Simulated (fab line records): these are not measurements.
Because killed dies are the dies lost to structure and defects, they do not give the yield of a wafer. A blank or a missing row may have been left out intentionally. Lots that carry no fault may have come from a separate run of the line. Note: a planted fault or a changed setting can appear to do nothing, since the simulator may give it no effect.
fab line records | flow sky130
[record] lots = 6 wafers = 18 last_day = 49
route steps=708 shown LDD_N@253 LDD_P@255 LDD_HVN@267 PAD_OPEN@708
lots untouched by any fault: they come from a run of this same line in which no faults occurred
start_h: hours from the record's first day to the start of the lot's first wafer shown | wait_h: how many hours have passed since the lot's step before this one | " unchanged from the row above | L1.1+2: a row that stands for several wafers | - value missing, or start not given | * or withheld: withheld | < > ~ a bound
route shown NAME@n: names a module that has steps shown in the file, with the first one's number in the route | usual: mean/standard deviation taken from wafers without a fault | same: alike in all rows | chamber/n: place in a boat | sites: per-site readings | _std_site: the standard deviation of these | _edge_site: inner sites' mean taken away from outer sites' mean | radius_mm: for every site, how far away it sits from the centre of the wafer | mask NAME#n: copy n | behind: the most recent tool/chamber to have shaped the wafer | hold: what put the lot on hold/how long, in hours/how the hold closed | device: names the non-switching transistor (n, p or np) | end of line: the tests these same wafers got at the end of their route | a step given without rows: its recipe and nothing more | killed: dies lost to structure and defects at the first sort, not the wafer's yield | map: the dies of a wafer, with x for killed, . for not killed, _ for no die there
set.NAME: the run value of the setting; set.NAME@STEP: its run value at that earlier step | model.NAME: the simulator's own value behind a step, which no gauge read
lots seen at some steps along the route; tables by step, rows by wafer
services: a tool's chamber out of use, with start hour (start_h, from the record's first day; less than 0 if before it), hours out, and reason
[[steps]]
[step SKY_LDD_N_STRIP_16]
[recipe] chemistry = O2/N2 power_w = 1400 pressure_mtorr = 1500 platen_temp_c = withheld o2_flow_sccm = 3000 n2_flow_sccm = 300 overash_fraction = 0.5
[usual] chamber_pressure_mTorr = 1499.9/1.2 drypump_motor_current_A = 5.11/0.23 oes_product_au = 0.407/0.0045 strip_time_to_endpoint_s = 4.316/0.015
[same] overash_fraction = 0.5
// columns lot.wafer tool chamber start_h wait_h chamber_pressure_mTorr drypump_motor_current_A oes_product_au rf_hours_counter_h strip_time_to_endpoint_s
L608.1 plasma_asher-02 1 422.75 0.1 1500.6 5.04 0.411 61 4.303
L608.5 " 0 " " 1502.7 4.77 0.410 - 4.303
L608.6 " 1 " " 1500.6 5.02 0.410 - 4.303
L620.2 plasma_asher-04 0 528.94 0.1 1501.1 5.44 0.414 41 4.315
L620.4 " 1 " " 1498.4 4.96 0.408 - 4.296
L620.5 " 0 " " 1500.5 5.44 0.402 - 4.299
L621.3 plasma_asher-03 0 535.99 0.1 1499.2 5.10 0.410 - 4.348
L621.4 " 1 " " 1500.1 5.30 0.404 - 4.343
L621.5 " 0 " " 1498.4 5.10 0.406 - 4.338
L623.1 plasma_asher-04 1 550.95 0.1 1501.5 4.95 0.409 44 4.326
L623.3 " 0 " " 1500.2 5.45 0.408 - 4.331
L623.5 " 0 " " 1500.3 5.45 0.400 - 4.312
L625.1 plasma_asher-04 0 572.89 0.1 1500.2 5.44 0.407 46 4.310
L625.2 " 1 " " 1499.5 4.99 0.410 46 4.305
L625.3 " 0 " " 1501.6 5.45 0.406 - 4.300
L626.1 plasma_asher-02 0 578.10 0.1 1500.9 4.77 0.403 78 4.295
L626.3 " 1 " " 1499.0 5.03 0.400 - 4.299
L626.5 " 0 " " 1499.4 4.76 0.412 - 4.312
[step SKY_LDD_N_TW_MEAS_17]
[usual] LDD_N_TW = 2592/33
// columns lot.wafer tool chamber start_h wait_h LDD_N_TW
L608.1 film_metro-02 - 422.85 0.1 2539
L608.5 " - " " 2554
L608.6 " - " " 2544
L620.2 film_metro-01 - 529.05 0.1 2603
L620.4 " - " " 2615
L620.5 " - " " 2607
L621.3 film_metro-02 - 536.07 0.1 2572
L621.4 " - " " 2545
L621.5 " - " " 2559
L623.1 film_metro-01 - 551.05 0.1 2604
L623.3 " - " " 2613
L623.5 " - " " 2608
L625.1 film_metro-02 - 572.99 0.1 2548
L625.2 " - " " 2554
L625.3 " - " " 2537
L626.1 film_metro-01 - 578.20 0.1 2619
L626.3 " - " " 2625
L626.5 " - " " 2618
[step SKY_LDD_P_DEHYDRATE_00]
[recipe] temp_c = 200 time_s = 60
[step SKY_LDD_P_HMDS_01]
[recipe] prime_time_s = 60 prime_temp_c = 120
[step SKY_LDD_P_COAT_02]
[recipe] resist = NOVOLAK spin_rpm = 3000 resist_thk_nm = 1140
[step SKY_LDD_P_SOFTBAKE_03]
[recipe] temp_c = 90 time_s = 60 resist = NOVOLAK
[step SKY_LDD_P_EXPOSE_04]
[recipe] mask_id = PSDM na = 0.6 source_shape = conventional sigma_outer = 0.6 polarization = unpolarized target_cd_nm = 380 dose_mj = 138
[step SKY_LDD_P_PEB_05]
[recipe] temp_c = withheld time_s = * resist = NOVOLAK
[step SKY_LDD_P_DEVELOP_06]
[recipe] resist = NOVOLAK developer = TMAH develop_time_s = 60.99 dev_temp_c = 23
[step SKY_LDD_P_CD_MEAS_07]
[recipe] target_cd_nm = 380
[usual] cd_nm = 379.6/2.3
// columns lot.wafer tool chamber start_h wait_h cd_nm
L608.1 cd_sem-01 - 453.20 0.1 381.0
L608.5 " - " " 377.0
L608.6 " - " " 380.0
L620.2 cd_sem-01 - 560.04 0.1 376.2
L620.4 " - " " 376.0
L620.5 " - " " 377.2
L621.3 cd_sem-02 - 565.89 0.1 380.3
L621.4 " - " " 378.2
L621.5 " - " " 380.7
L623.1 cd_sem-01 - 581.30 0.1 381.0
L623.3 " - " " 381.4
L623.5 " - " " 382.1
L625.1 cd_sem-02 - 602.92 0.1 376.0
L625.2 " - " " 377.4
L625.3 " - " " 378.4
L626.1 cd_sem-02 - 607.05 0.1 381.7
L626.3 " - " " 385.1
L626.5 " - " " 383.8
[step SKY_LDD_P_OVL_MEAS_08]
[usual] LDD_P_OVL = 0.4/1.2
// columns lot.wafer tool chamber start_h wait_h LDD_P_OVL[nm]
L608.1 overlay-02 - 453.32 0.1 -0.2
L608.5 " - " " -0.6
L608.6 " - " " 0.0
L620.2 overlay-02 - 560.14 0.1 2.0
L620.4 " - " " 1.3
L620.5 " - " " 2.5
L621.3 overlay-01 - 565.98 0.1 0.3
L621.4 " - " " 0.9
L621.5 " - " " -0.4
L623.1 overlay-02 - 581.42 0.1 0.8
L623.3 " - " " 0.3
L623.5 " - " " 0.4
L625.1 overlay-01 - 603.04 0.1 0.0
L625.2 " - " " -1.7
L625.3 " - " " 0.1
L626.1 overlay-01 - 607.17 0.1 0.1
L626.3 " - " " -0.1
L626.5 " - " " 0.8
[step SKY_LDD_P_IMPLANT_09]
[recipe] species = BF2 energy_kev = 25 dose_cm2 = 1e+13 tilt_deg = withheld
[step SKY_LDD_P_STRIP_10]
[recipe] chemistry = O2/N2 power_w = 1400 pressure_mtorr = 1500 platen_temp_c = withheld o2_flow_sccm = 3000 n2_flow_sccm = 300 overash_fraction = 0.5
[usual] chamber_pressure_mTorr = 1500.0/1.4 drypump_motor_current_A = 5.5/0.46 oes_product_au = 0.715/0.0045 overash_fraction = 0.5/0 strip_time_to_endpoint_s = 14.17/0.043
// columns lot.wafer tool chamber start_h wait_h chamber_pressure_mTorr drypump_motor_current_A oes_product_au overash_fraction rf_hours_counter_h strip_time_to_endpoint_s model.NOVOLAK_of_LDD_P_COAT_02.thk_nm
L608.1 plasma_asher-04 1 453.51 0.1 1500.5 5.0 0.712 0.5 33 14.23 0
L608.5 " 1 " " 1498.9 5.0 0.722 0.5 - 14.26 0
L608.6 " 0 " " 1500.5 5.5 0.722 0.5 - 14.24 0
L620.2 plasma_asher-03 0 560.32 0.1 - - - - - - 1142
L620.4 " 1 " " - - - - - - 1142
L620.5 " 0 " " - - - - - - 1141
L621.3 plasma_asher-04 0 566.19 0.1 - - - - - - 1135
L621.4 " 1 " " - - - - - - 1140
L621.5 " 1 " " - - - - - - 1133
L623.1 plasma_asher-04 0 581.61 0.1 1497.7 5.5 0.718 0.5 47 14.18 0
L623.3 " 0 " " 1500.1 5.5 0.715 0.5 - 14.15 0
L623.5 " 1 " " 1501.3 4.9 0.724 0.5 - 14.17 0
L625.1 plasma_asher-03 1 603.22 0.1 1500.0 5.3 0.711 0.5 15 14.20 0
L625.2 " 0 " " 1500.2 5.1 0.710 0.5 15 14.17 0
L625.3 " 1 " " 1499.4 5.3 0.725 0.5 - 14.20 0
L626.1 plasma_asher-01 0 607.36 0.1 1500.0 6.2 0.711 0.5 93 14.22 0
L626.3 " 0 " " 1503.7 6.2 0.715 0.5 - 14.16 0
L626.5 " 1 " " 1497.1 6.0 0.716 0.5 - 14.18 0
[step SKY_LDD_P_TW_MEAS_11]
[usual] LDD_P_TW = 640/6.2
// columns lot.wafer tool chamber start_h wait_h LDD_P_TW
L608.1 film_metro-03 - 453.61 0.1 636
L608.5 " - " " 639
L608.6 " - " " 638
L620.2 film_metro-03 - 560.43 0.1 645
L620.4 " - " " 646
L620.5 " - " " 646
L621.3 film_metro-03 - 566.28 0.1 651
L621.4 " - " " 654
L621.5 " - " " 650
L623.1 film_metro-02 - 581.71 0.1 629
L623.3 " - " " 629
L623.5 " - " " 626
L625.1 film_metro-03 - 603.32 0.1 640
L625.2 " - " " 642
L625.3 " - " " 645
L626.1 film_metro-03 - 607.46 0.1 645
L626.3 " - " " 646
L626.5 " - " " 644
[step SKY_LDD_HVN_DEHYDRATE_00]
[recipe] temp_c = 200 time_s = 60
[step SKY_LDD_HVN_HMDS_01]
[recipe] prime_time_s = 60 prime_temp_c = 120
[step SKY_LDD_HVN_COAT_02]
[recipe] resist = NOVOLAK spin_rpm = 3000 resist_thk_nm = 300
[step SKY_LDD_HVN_SOFTBAKE_03]
[recipe] temp_c = 90 time_s = 60 resist = NOVOLAK
[step SKY_LDD_HVN_EXPOSE_04]
[recipe] mask_id = HVNTM na = 0.6 source_shape = conventional sigma_outer = 0.6 polarization = unpolarized target_cd_nm = 700 dose_mj = 127
[step SKY_LDD_HVN_PEB_05]
[recipe] temp_c = withheld time_s = * resist = NOVOLAK
[step SKY_LDD_HVN_DEVELOP_06]
[recipe] resist = NOVOLAK developer = TMAH develop_time_s = 60 dev_temp_c = 23
[step SKY_LDD_HVN_OVL_MEAS_07]
[usual] LDD_HVN_OVL = 0.3/1.3
// columns lot.wafer tool chamber start_h wait_h LDD_HVN_OVL[nm]
L608.1 overlay-02 - 484.57 0.1 -0.4
L608.5 " - " " 1.5
L608.6 " - " " -0.6
L620.2 overlay-01 - 589.77 0.1 0.7
L620.4 " - " " -2.1
L620.5 " - " " -1.6
L621.3 overlay-01 - 595.64 0.1 0.9
L621.4 " - " " -0.2
L621.5 " - " " 1.6
L623.1 overlay-02 - 609.92 0.1 0.2
L623.3 " - " " 0.3
L623.5 " - " " 0.6
L625.1 overlay-01 - 631.82 0.1 -1.1
L625.2 " - " " -1.3
L625.3 " - " " -0.3
L626.1 overlay-01 - 636.23 0.1 -0.4
L626.3 " - " " 0.9
L626.5 " - " " -0.2
[step SKY_LDD_HVN_IMPLANT_08]
[recipe] species = P energy_kev = 60 dose_cm2 = 3e+13 tilt_deg = 40
[step SKY_LDD_HVN_STRIP_09]
[recipe] chemistry = O2/N2 power_w = 1400 pressure_mtorr = 1500 platen_temp_c = withheld o2_flow_sccm = 3000 n2_flow_sccm = 300 overash_fraction = 0.5
[usual] chamber_pressure_mTorr = 1500.0/1.3 drypump_motor_current_A = 5.3/0.47 oes_product_au = 0.408/0.0045 strip_time_to_endpoint_s = 4.132/0.014
[same] overash_fraction = 0.5
// columns lot.wafer tool chamber start_h wait_h chamber_pressure_mTorr drypump_motor_current_A oes_product_au rf_hours_counter_h strip_time_to_endpoint_s
L608.1 plasma_asher-02 0 484.75 0.1 1498.0 4.8 0.415 68 4.154
L608.5 " 1 " " 1498.6 5.0 0.418 - 4.140
L608.6 " 0 " " 1500.1 4.8 0.408 - 4.123
L620.2 plasma_asher-03 0 589.95 0.1 1500.2 5.1 0.714 14 21.783
L620.4 " 0 " " 1500.6 5.1 0.722 - 21.763
L620.5 " 1 " " 1500.1 5.3 0.719 - 21.769
L621.3 plasma_asher-03 1 595.85 0.1 1497.5 5.3 0.715 - 21.662
L621.4 " 0 " " 1500.3 5.0 0.715 - 21.730
L621.5 " 0 " " 1500.3 5.1 0.716 - 21.615
L623.1 plasma_asher-03 1 610.10 0.1 1500.3 5.3 0.402 16 4.125
L623.3 " 0 " " 1500.6 5.1 0.411 - 4.142
L623.5 " 1 " " 1498.0 5.3 0.402 - 4.141
L625.1 plasma_asher-02 0 632.00 0.1 1499.8 4.8 0.407 84 4.152
L625.2 " 1 " " 1500.2 5.0 0.408 84 4.143
L625.3 " 1 " " 1502.6 5.0 0.404 - 4.129
L626.1 plasma_asher-01 0 636.41 0.1 1499.9 6.2 0.410 96 4.111
L626.3 " 1 " " 1498.9 6.0 0.404 - 4.123
L626.5 " 1 " " 1500.3 6.0 0.405 - 4.092
[step SKY_LDD_HVN_TW_MEAS_10]
[usual] LDD_HVN_TW = 1456/7.9
// columns lot.wafer tool chamber start_h wait_h hold LDD_HVN_TW
L608.1 film_metro-01 - 484.85 0.1 - 1458
L608.5 " - " " - 1462
L608.6 " - " " - 1460
L620.2 film_metro-04 - 590.06 0.1 await_dispo/0.2h/release 30
L620.4 " - " " await_dispo/0.2h/release 30
L620.5 " - " " await_dispo/0.2h/release 30
L620.2 film_metro-04 - 590.29 0.2 - 30
L620.4 " - " " - 30
L620.5 " - " " - 30
L621.3 film_metro-03 - 595.93 0.1 await_dispo/0.2h/release 30
L621.4 " - " " await_dispo/0.2h/release 30
L621.5 " - " " await_dispo/0.2h/release 30
L621.3 film_metro-03 - 596.16 0.2 - 30
L621.4 " - " " - 30
L621.5 " - " " - 30
L623.1 film_metro-01 - 610.23 0.1 - 1465
L623.3 " - " " - 1468
L623.5 " - " " - 1462
L625.1 film_metro-01 - 632.10 0.1 - 1449
L625.2 " - " " - 1449
L625.3 " - " " - 1454
L626.1 film_metro-03 - 636.51 0.1 - 1452
L626.3 " - " " - 1455
L626.5 " - " " - 1456
[step SKY_PAD_OPEN_PROBE_99]
[usual] defect_limited_yield = 82.3/2 killed_at_M0_to_M3 = 43/7.1 killed_at_M4_up = 3/1.7 killed_at_contacts = 25/5.6 killed_at_front_end = 16/4.1 killed_at_other = 0.2/0.49 killed_dies = 87/9.8 killed_open = 47/7.6 killed_short = 40/6.1 sort_bin_3_pad_short = 0.9/0.44 sort_bin_5_function = 10.5/1.6 sort_bin_6_memory = 6.3/1 sort_n_pass = 405/9.8 sort_yield_pct = 82.3/2
[same] gross_dies = 492 killed_at_back_side = 0 sort_bin_4_leakage[%] = 0 sort_bin_8_speed[%] = 0
// columns lot.wafer tool chamber start_h wait_h defect_limited_yield[%] killed_at_M0_to_M3 killed_at_M4_up killed_at_contacts killed_at_front_end killed_at_other killed_dies killed_open killed_short sort_bin_3_pad_short[%] sort_bin_5_function[%] sort_bin_6_memory[%] sort_n_pass sort_yield_pct[%]
L623.1 prober-01 - 1169.57 0.1 80.5 51 0 27 18 0 96 52 44 0.6 13.4 5.5 396 80.5
L623.3 prober-01 - 1169.67 0.2 84.6 30 6 21 19 0 76 39 37 1.4 10.2 3.9 416 84.6
L623.5 prober-01 - 1169.77 0.2 78.3 59 3 25 20 0 107 56 51 1.4 12.8 7.5 385 78.3
// killed by level:class
L623.1 VIA2:geometric_particle:open=10 CONTACT:geometric_particle:open=10 METAL1:geometric_particle:short=8 VIA1:geometric_particle:short=8 METAL2:geometric_particle:short=8 VIA3:geometric_particle:open=6 VIA1:geometric_particle:open=6 FIELD_ISO:geometric_particle:short=5
L623.3 VIA1:geometric_particle:open=7 VIA2:geometric_particle:open=6 CONTACT:geometric_particle:short=6 LI_CONTACT:geometric_particle:open=5 CONTACT:geometric_particle:open=5 METAL2:geometric_particle:short=4 VIA1:geometric_particle:short=4 FIELD_ISO:geometric_particle:open=3
L623.5 VIA2:geometric_particle:open=16 METAL1:geometric_particle:short=10 METAL2:geometric_particle:short=8 LI_CONTACT:geometric_particle:open=7 CONTACT:geometric_particle:open=7 CONTACT:geometric_particle:short=5 VIA2:geometric_particle:short=5 VIA3:geometric_particle:open=5
[[services]]
// columns tool chamber start_h hours kind
plasma_asher-03 - 402.19 4.3 repair
plasma_asher-03 - 421.25 9.0 pm
plasma_asher-03 0 421.25 9.5 vent_cycle
plasma_asher-03 1 421.25 9.5 vent_cycle
plasma_asher-03 - 428.03 2.7 repair
plasma_asher-03 0 430.25 - clean
plasma_asher-03 1 430.25 - clean
plasma_asher-01 - 472.60 2.8 pm
plasma_asher-03 - 505.81 23.8 repair
plasma_asher-01 - 529.24 4.1 repair
[[key]]
[first_sign] step = SKY_LDD_P_STRIP_10 reading = tool_record direction = missing
[effect] step = SKY_LDD_HVN_STRIP_09 reading = strip_time_to_endpoint_s direction = up sigmas = 99+ usual = * struck = *
[effect] step = SKY_LDD_HVN_TW_MEAS_10 reading = visit direction = added
[effect] step = SKY_LDD_HVN_TW_MEAS_10 reading = LDD_HVN_TW direction = down sigmas = 99+ usual = 1456 struck = 30
[model_effect] step = SKY_LDD_P_STRIP_10 value = NOVOLAK_of_LDD_P_COAT_02.thk_nm without = 0 struck = 1139
met_at SKY_LDD_P_STRIP_10
struck_wafers L620.2,L620.4,L620.5,L621.3,L621.4,L621.5
scrapped_behind SKY_LDD_HVN_TW_MEAS_10 L620.2,L620.4,L620.5,L621.3,L621.4,L621.5
onset_between 453.51 560.32
[fault] kind = skipped_step_whole tool = plasma_asher-03,plasma_asher-04 chamber = - onset_h = 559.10 steps = SKY_LDD_P_STRIP_10 scope = struck_lots_only
